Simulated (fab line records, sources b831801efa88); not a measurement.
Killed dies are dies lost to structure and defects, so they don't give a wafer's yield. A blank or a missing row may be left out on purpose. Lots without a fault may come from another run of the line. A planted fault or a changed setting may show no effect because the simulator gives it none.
A struck lot beside a sound one | flow sky130 | 18 steps out of a route of 708
Sound: wafers L894.2, L894.3, L894.4. Struck: wafers L885.1, L885.5, L885.6. The cause comes at the end.
At each step with rows: each side's tool, then ch and its chambers, then its first start. Under that, the readings that differ: sound wafers | struck wafers | difference of the means | sigmas: that difference in standard deviations of wafers without a fault.
alike: readings whose means differ by less than 2 such deviations, and words and numbers that are the same on both sides. not compared: withheld readings, readings that some wafer has no value for, bounds like >300 that may hide the same value, and numbers for which the record gives no deviation and whose values overlap.
The two part at a step that has a row with sigmas, a row that says differs or no value, or rows on one side only. Numbers that don't overlap but have no deviation are shown without sigmas and don't part them. A reading that every wafer of one side lacks parts them only if that side has two wafers or more.

first, 5 steps without rows for these wafers: SKY_VIA4_COAT_06 (resist thk 1140 nm); SKY_VIA4_SOFTBAKE_07 (time 60 s); SKY_VIA4_EXPOSE_08 (exposes mask VIM4, target cd 800 nm); SKY_VIA4_PEB_09; SKY_VIA4_DEVELOP_10 (develop time 60 s).
SKY_VIA4_OVL_MEAS_11:
  sound on overlay-02, day 46 11:01; struck on overlay-01, day 44 00:28
  alike: VIA4_OVL
SKY_VIA4_ETCH_12: etches SiO2 in C4F8/O2/Ar, stops on TiN, target depth 580 nm.
  sound on rie_diel-01 ch 0,1,2, day 46 11:02; struck on rie_diel-02 ch 0,1,2, day 44 00:30
  alike: chamber_pressure_mTorr, oes_product_au
SKY_VIA4_STRIP_13: strips in O2/N2.
  sound on plasma_asher-02 ch 0,1, day 46 11:07; struck on plasma_asher-02 ch 0,1, day 44 00:34
  alike: chamber_pressure_mTorr, drypump_motor_current_A, oes_product_au, strip_time_to_endpoint_s
  not compared: rf_hours_counter_h
then, 3 steps without rows for these wafers: SKY_VIA4_STRIP_14 (strips in post etch residue remover, time 1200 s); SKY_VIA4_CLEAN_15 (cleans in IPA, time 180 s); SKY_VIA4_CLEAN_16 (cleans in O3/DIW).
SKY_VIA4_SPUTTER_17: material TiN, target thk 20 nm, time 80 s.
  sound on pvd_sputter-04, day 46 11:43; struck on pvd_sputter-01, day 44 01:10
  alike: throttle_valve_pct
SKY_VIA4_CVD_18: deposits W, target thk 505 nm, time 152.14 s.
  sound on cvd_w-01 ch 0,1, day 46 11:46; struck on cvd_w-01 ch 0,1, day 44 01:13
  no value came back on the struck wafers for chamber_pressure_Torr (Torr), heater_power_outer_w (W), heater_power_w (W); on the sound wafers chamber_pressure_Torr (Torr) reads 40.06 39.98 40.15
  not compared: since_wet_clean_h
SKY_VIA4_RS_MEAS_19: measures by four-point-probe.
  sound on film_metro-01, day 46 11:56; struck on film_metro-01, day 44 01:22
  reading            | sound                | struck               | difference | sigmas
  VIA4_W_RS (ohm/sq) | 0.2294 0.2251 0.2292 | 56.553 57.296 56.733 | +56.633    | +99 or more
SKY_VIA4_THK_MEAS_20: measures by xrf.
  sound on film_metro-01, day 46 12:03; struck on film_metro-01, day 44 01:29
  reading         | sound       | struck | difference                    | sigmas
  VIA4_W_THK (nm) | 492 501 496 | - - -  | no value on the struck wafers |
SKY_VIA4_CMP_21: polishes, stops on SiO2, t overpolish 25 s, target thk 0 nm.
  sound on cmp-02 ch 0,1,2, day 46 12:06; struck on cmp-02 ch 0,1,2, day 44 01:43
  reading                | sound       | struck | difference | sigmas
  time_to_endpoint_s (s) | 118 127 125 | 7 7 10 | -115       | -23
  alike: motor_current_A, platen_rpm
SKY_METAL5_SPUTTER_00: material Ti, target thk 15 nm, time 10 s.
  sound on pvd_sputter-02, day 46 12:24; struck on pvd_sputter-02, day 44 01:53
  alike: throttle_valve_pct
-- the record jumps here: 3 days lie between the struck wafers' starts before and after (it left off in module METAL5 and takes up again in module PAD_OPEN, whose first step shown is number 708 of the route) --
SKY_PAD_OPEN_PROBE_99:
  sound on prober-02, day 49 02:08; struck on prober-01, day 46 21:05
  reading                                   | sound             | struck            | difference | sigmas
  model.etest.tip_n.rs_ohm_sq               | 441.9 446.8 439.7 | 390.3 388.6 387.6 | -54.0      |
  model.etest.nfet_01v8_lvt.drive_ua_um     | 572.7 557.3 571.1 | 596 604.9 605.4   | +35        |
  model.etest.nfet_01v8_turned.drive_ua_um  | 499.2 489.3 500.1 | 525.7 538.1 544.8 | +40.0      |
  model.etest.nfet_01v8.drive_ua_um         | 499.2 484.7 506.6 | 521.9 527.9 540.2 | +33.2      |
  model.etest.nfet_01v8_swapped.drive_ua_um | 501.5 490.9 504.3 | 517.9 521.7 527   | +23.3      |
  model.etest.nfet_01v8.r_on_ohm_um         | 831.8 860.4 835.8 | 828 822 807.7     | -23        |
  alike: killed_at_M0_to_M3, killed_at_M4_up, killed_at_contacts, killed_at_front_end, killed_at_other, killed_dies, killed_open, killed_short
  not compared: model.etest.sram_nfet_pass.drive_ua_um, model.etest.res_ndiff.rs_ohm_sq

WHERE THEY PART
First at SKY_VIA4_CVD_18; last, within this record, at SKY_VIA4_CMP_21. Later steps at which nothing parts them and some readings are alike: SKY_METAL5_SPUTTER_00, SKY_PAD_OPEN_PROBE_99.

WHY: what the simulator had put in
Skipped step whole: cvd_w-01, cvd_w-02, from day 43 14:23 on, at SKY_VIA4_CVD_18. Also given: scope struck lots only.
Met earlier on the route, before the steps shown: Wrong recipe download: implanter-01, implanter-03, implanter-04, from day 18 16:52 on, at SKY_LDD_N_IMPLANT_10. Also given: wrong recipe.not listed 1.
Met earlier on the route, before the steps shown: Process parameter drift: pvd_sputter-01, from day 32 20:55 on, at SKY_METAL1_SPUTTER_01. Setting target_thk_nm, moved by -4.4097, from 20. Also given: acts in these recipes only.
